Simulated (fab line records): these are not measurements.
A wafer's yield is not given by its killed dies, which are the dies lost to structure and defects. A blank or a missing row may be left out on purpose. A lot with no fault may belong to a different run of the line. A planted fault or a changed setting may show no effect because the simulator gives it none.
fab line records	flow sky130
[record] lots = 14	wafers = 42	last-day = 49
route steps=708 shown CAP2M@603 VIA4@656 PASSIVATION@681 PAD_OPEN@702
lots that met no fault: from a run of the same line without faults
start-h: start of the lot's first displayed wafer, in hours after the record's first day	wait-h: hours since the lot's step before	" identical to the entry in the row above	L1.1+2: a row that stands for several wafers	- no value, or no start given	* or withheld: withheld	< > ~ a bound
route shown NAME@n: NAME is a module with steps in the file, n the number in the route of the first one	usual: the fault-free wafers' mean and standard deviation	same: alike in all rows	chamber/n: place in a boat	sites: readings site by site	_std_site: their standard deviation	_edge_site: outer sites' mean less inner sites'	radius-mm: for every site, how far away it sits from the centre of the wafer	mask NAME#n: copy n	behind: the tool/chamber that last shaped the wafer	hold: reason for holding the lot/hours on hold/outcome of the hold	device: names the non-switching transistor (n, p or np)	end of line: at the end of the route, the tests of the same wafers	a step given without rows: its recipe and nothing more	killed: count of dies lost to structure and defects at first sort (not the wafer's yield)	map: the dies of a wafer, with x for killed, . for not killed, _ for no die there
set.NAME: the setting the step ran with; set.NAME@STEP: the setting that earlier step ran with	model.NAME: the simulator's own value behind a step, which no gauge read
the route's steps for a sample of lots (tables are steps, rows are wafers)
services: the hour from which a tool's chamber was out of use, counted from the record's first day as start-h (under 0 if before that day), plus the number of hours and why
[[steps]]
[step SKY_CAP2M_CVD_00]
[recipe] material = SiO2	target-thk-nm = 15.5	temp-c = 400	time-s = withheld	rf-w = 450
[usual] heater-power-outer-w = 473/83	heater-power-w = 773/110
lot.wafer	tool	chamber	start-h	wait-h	heater-power-outer-w	heater-power-w
L457.3	pecvd-01	0	932.59	0.0	399	635
L457.4	"	1	"	"	478	782
L457.6	"	0	"	"	404	616
L460.1	pecvd-03	1	945.75	0.0	571	934
L460.4	"	0	"	"	364	649
L460.5	"	1	"	"	581	939
L458.1	pecvd-01	1	948.28	0.0	399	668
L458.2	"	2	"	"	537	877
L458.4	"	2	"	"	544	867
L461.2	pecvd-03	0	949.00	0.0	339	615
L461.5	"	0	"	"	333	618
L461.6	"	2	"	"	628	993
L462.1	pecvd-01	2	965.91	0.0	602	898
L462.2	"	0	"	"	474	712
L462.6	"	0	"	"	470	730
L463.3	pecvd-01	1	973.11	0.0	430	707
L463.4	"	0	"	"	381	596
L463.6	"	2	"	"	538	838
L465.1	pecvd-01	0	980.04	0.0	441	705
L465.3	"	1	"	"	435	734
L465.5	"	0	"	"	466	698
L468.2	pecvd-04	2	997.30	0.0	499	772
L468.3	"	1	"	"	423	709
L468.5	"	0	"	"	409	702
L469.1	pecvd-01	0	1006.04	0.0	429	657
L469.5	"	0	"	"	428	670
L469.6	"	2	"	"	576	913
L470.3	pecvd-04	0	1007.17	0.0	470	767
L470.4	"	0	"	"	464	763
L470.6	"	2	"	"	394	668
L471.1	pecvd-03	2	1011.51	0.0	543	865
L471.4	"	0	"	"	300	561
L471.6	"	0	"	"	297	571
L472.1	pecvd-03	0	1027.40	0.0	350	642
L472.5	"	2	"	"	582	923
L472.6	"	0	"	"	341	625
L474.3	pecvd-03	1	1039.15	0.0	521	868
L474.4	"	1	"	"	523	836
L474.6	"	0	"	"	311	597
L477.1	pecvd-03	0	1063.45	0.0	331	621
L477.2	"	2	"	"	560	890
L477.6	"	0	"	"	325	614
[step SKY_VIA4_SPUTTER_17]
[recipe] material = TiN	target-thk-nm = 20	chamber-pressure-pa = 5	power-w = 4000	time-s = 80
[usual] cathode-dc-power-W = 4000.0/0.7	throttle-valve-pct = 30.0/1.1
lot.wafer	tool	chamber	start-h	wait-h	cathode-dc-power-W	throttle-valve-pct
L457.3	pvd-sputter-02	-	1005.88	0.0	4000.2	29.3
L457.4	"	-	"	"	4000.6	31.6
L457.6	"	-	"	"	4000.2	28.8
L460.1	pvd-sputter-04	-	1017.88	0.0	3999.2	30.6
L460.4	"	-	"	"	3999.8	30.5
L460.5	"	-	"	"	3998.8	31.1
L458.1	pvd-sputter-02	-	1020.04	0.0	4000.1	28.8
L458.2	"	-	"	"	3999.6	29.3
L458.4	"	-	"	"	3999.1	28.5
L461.2	pvd-sputter-04	-	1021.38	0.0	4000.0	29.2
L461.5	"	-	"	"	4001.4	30.9
L461.6	"	-	"	"	3999.8	29.3
L462.1	pvd-sputter-04	-	1038.08	0.0	3999.2	29.5
L462.2	"	-	"	"	3999.4	30.6
L462.6	"	-	"	"	3999.9	29.5
L463.3	pvd-sputter-02	-	1044.34	0.0	4000.4	29.0
L463.4	"	-	"	"	4000.9	28.7
L463.6	"	-	"	"	4000.6	28.9
L465.1	pvd-sputter-01	-	1050.83	0.0	4000.7	31.0
L465.3	"	-	"	"	4001.2	28.9
L465.5	"	-	"	"	3999.8	30.8
L468.2	pvd-sputter-01	-	1065.99	0.0	4000.3	31.3
L468.3	"	-	"	"	3999.8	29.1
L468.5	"	-	"	"	3999.6	31.5
L469.1	pvd-sputter-04	-	1075.99	0.0	4000.7	31.3
L469.5	"	-	"	"	4000.0	30.9
L469.6	"	-	"	"	3999.1	31.0
L470.3	pvd-sputter-01	-	1076.30	0.0	3999.7	29.0
L470.4	"	-	"	"	3999.3	31.2
L470.6	"	-	"	"	4000.2	29.3
L471.1	pvd-sputter-02	-	1080.39	0.0	3999.0	28.9
L471.4	"	-	"	"	3998.1	28.4
L471.6	"	-	"	"	4000.1	29.0
L472.1	pvd-sputter-02	-	1095.72	0.0	3999.0	31.3
L472.5	"	-	"	"	3999.3	28.8
L472.6	"	-	"	"	4001.6	31.7
L474.3	pvd-sputter-04	-	1106.13	0.0	4000.4	31.0
L474.4	"	-	"	"	4000.4	30.8
L474.6	"	-	"	"	4000.2	30.9
L477.1	pvd-sputter-04	-	1128.32	0.0	4000.1	30.7
L477.2	"	-	"	"	4001.0	29.2
L477.6	"	-	"	"	3999.6	30.8
[step SKY_PASSIVATION_CVD_00]
[recipe] material = SiO2	target-thk-nm = 90	temp-c = 400	time-s = withheld	rf-w = 600
[usual] heater-power-outer-w = 428/58	heater-power-w = 716/83
lot.wafer	tool	chamber	start-h	wait-h	heater-power-outer-w	heater-power-w
L457.3	pecvd-01	2	1030.24	0.0	536	867
L457.4	"	0	"	"	363	582
L457.6	"	2	"	"	407	701
L460.1	pecvd-02	0	1041.60	0.0	296	626
L460.4	"	1	"	"	514	844
L460.5	"	0	"	"	305	626
L458.1	pecvd-04	2	1044.24	0.0	358	588
L458.2	"	1	"	"	407	645
L458.4	"	0	"	"	468	749
L461.2	pecvd-01	0	1044.84	0.0	365	602
L461.5	"	2	"	"	526	854
L461.6	"	0	"	"	369	590
L462.1	pecvd-04	1	1061.60	0.0	413	689
L462.2	"	2	"	"	461	757
L462.6	"	0	"	"	468	774
L463.3	pecvd-04	1	1066.74	0.0	380	625
L463.4	"	2	"	"	388	643
L463.6	"	1	"	"	377	644
L465.1	pecvd-01	1	1074.40	0.0	345	585
L465.3	"	2	"	"	527	860
L465.5	"	2	"	"	541	859
L468.2	pecvd-02	1	1088.95	0.0	514	834
L468.3	"	2	"	"	461	769
L468.5	"	0	"	"	293	616
L469.1	pecvd-02	1	1098.17	0.0	430	742
L469.5	"	2	"	"	461	763
L469.6	"	1	"	"	440	746
L470.3	pecvd-04	1	1098.27	0.0	453	726
L470.4	"	1	"	"	451	691
L470.6	"	0	"	"	369	645
L471.1	pecvd-04	0	1102.83	0.0	-	-
L471.4	"	2	"	"	-	-
L471.6	"	0	"	"	-	-
L472.1	pecvd-01	1	1117.66	0.0	-	-
L472.5	"	0	"	"	-	-
L472.6	"	1	"	"	-	-
L474.3	pecvd-01	1	1127.00	0.0	403	671
L474.4	"	0	"	"	377	603
L474.6	"	1	"	"	410	673
L477.1	pecvd-04	2	1148.63	0.0	352	594
L477.2	"	0	"	"	411	691
L477.6	"	2	"	"	349	612
[step SKY_PAD_OPEN_STRIP_08]
[recipe] chemistry = O2/N2	power-w = 1400	pressure-mtorr = 1500	platen-temp-c = withheld	overash-fraction = 0.7	o2-flow-sccm = 3000	n2-flow-sccm = 300
[usual] drypump-motor-current-A = 5.7/0.44	o2-flow-sccm = 3000/9.9	oes-product-au = 0.663/0.0045
lot.wafer	tool	chamber	start-h	wait-h	drypump-motor-current-A	o2-flow-sccm	oes-product-au	rf-hours-counter-h
L457.3	plasma-asher-01	1	1074.53	0.1	5.9	3003	0.660	-
L457.4	"	0	"	"	5.7	3002	0.657	-
L457.6	"	0	"	"	5.7	2998	0.664	-
L460.1	plasma-asher-03	0	1084.99	0.1	6.2	2986	0.667	2
L460.4	"	1	"	"	5.2	2988	0.659	-
L460.5	"	1	"	"	5.2	2989	0.656	-
L458.1	plasma-asher-03	1	1085.79	0.1	5.1	2995	0.660	2
L458.2	"	0	"	"	6.2	2992	0.661	2
L458.4	"	0	"	"	6.2	3003	0.661	-
L461.2	plasma-asher-03	0	1087.39	0.1	6.2	2994	0.664	2
L461.5	"	1	"	"	5.2	2977	0.666	-
L461.6	"	0	"	"	6.2	2994	0.661	-
L462.1	plasma-asher-02	0	1103.33	0.1	5.3	2993	0.670	94
L462.2	"	1	"	"	6.1	2984	0.668	94
L462.6	"	0	"	"	5.3	3003	0.662	-
L463.3	plasma-asher-03	1	1107.47	0.1	5.2	2986	0.668	-
L463.4	"	0	"	"	6.2	2993	0.656	-
L463.6	"	0	"	"	6.2	3006	0.656	-
L465.1	plasma-asher-03	1	1115.69	0.1	5.2	2991	0.668	5
L465.3	"	0	"	"	6.2	3004	0.667	-
L465.5	"	0	"	"	6.2	3011	0.662	-
L468.2	plasma-asher-02	0	1129.09	0.1	5.3	2996	0.662	96
L468.3	"	0	"	"	5.3	3023	0.661	-
L468.5	"	0	"	"	5.3	3008	0.664	-
L469.1	plasma-asher-03	0	1137.88	0.1	6.2	3020	0.665	7
L469.5	"	0	"	"	6.2	3021	0.666	-
L469.6	"	1	"	"	5.2	3012	0.669	-
L470.3	plasma-asher-02	1	1137.93	0.1	6.0	2993	0.665	-
L470.4	"	0	"	"	5.3	2993	0.668	-
L470.6	"	0	"	"	5.3	3007	0.656	-
L474.3	plasma-asher-02	1	1163.17	0.1	6.1	2981	0.667	-
L474.4	"	0	"	"	5.3	3005	0.662	-
L474.6	"	0	"	"	5.3	2996	0.654	-
L477.1	plasma-asher-01	0	1180.79	0.1	5.7	2997	0.664	44
L477.2	"	1	"	"	5.9	2994	0.660	44
L477.6	"	0	"	"	5.7	3003	0.663	-
[[services]]
tool	chamber	start-h	hours	kind
pvd-sputter-02	-	911.20	1.0	repair
plasma-asher-02	-	939.47	6.1	repair
pecvd-04	-	945.67	28.1	pm
pecvd-03	-	956.38	0.7	repair
pvd-sputter-01	-	969.70	1.8	repair
pvd-sputter-04	-	982.18	7.5	repair
pecvd-01	1	997.09	11.1	repair
pecvd-03	0	1000.01	1.8	repair
pvd-sputter-04	-	1030.24	6.7	repair
plasma-asher-02	-	1035.54	2.2	repair
pecvd-01	-	1038.26	0.9	repair
pecvd-03	-	1049.94	0.3	repair
plasma-asher-03	-	1055.25	9.0	pm
pecvd-03	1	1061.12	11.1	repair
pecvd-01	2	1067.76	3.7	repair
pecvd-04	2	1072.16	3.7	repair
pecvd-03	1	1076.86	14.7	repair
plasma-asher-02	-	1080.32	8.5	repair
plasma-asher-02	-	1084.11	0.7	repair
pecvd-01	-	1097.88	6.0	pm
pecvd-04	1	1101.83	13.1	repair
pvd-sputter-02	-	1103.56	3.2	repair
pecvd-04	-	1161.84	1.3	repair
pvd-sputter-04	-	1163.72	2.3	repair
[[key]]
[first-sign] step = SKY_PASSIVATION_CVD_00	reading = tool-record	direction = missing
effect none on later readings
met-at SKY_PASSIVATION_CVD_00
struck-lots L471,L472
later-rows-left-out L471.1,L471.4,L471.6,L472.1,L472.5,L472.6
sort-left-out L471.1,L471.4,L471.6,L472.1,L472.5,L472.6
not-acting-at SKY_CAP2M_CVD_00,SKY_VIA4_SPUTTER_17,SKY_PAD_OPEN_STRIP_08
onset-between 1098.27 1102.83
[fault] kind = skipped-step-whole	tool = pecvd-01,pecvd-04	chamber = -	onset-h = 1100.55	steps = SKY_PASSIVATION_CVD_00	scope = struck-lots-only
// sort-left-out: the simulated sort isn't trusted on such a fault, so these wafers' sort isn't shown, and their yield isn't known
// later-rows-left-out: the simulator's readings of these wafers behind a module that went badly wrong aren't trusted and aren't shown, but for the sort
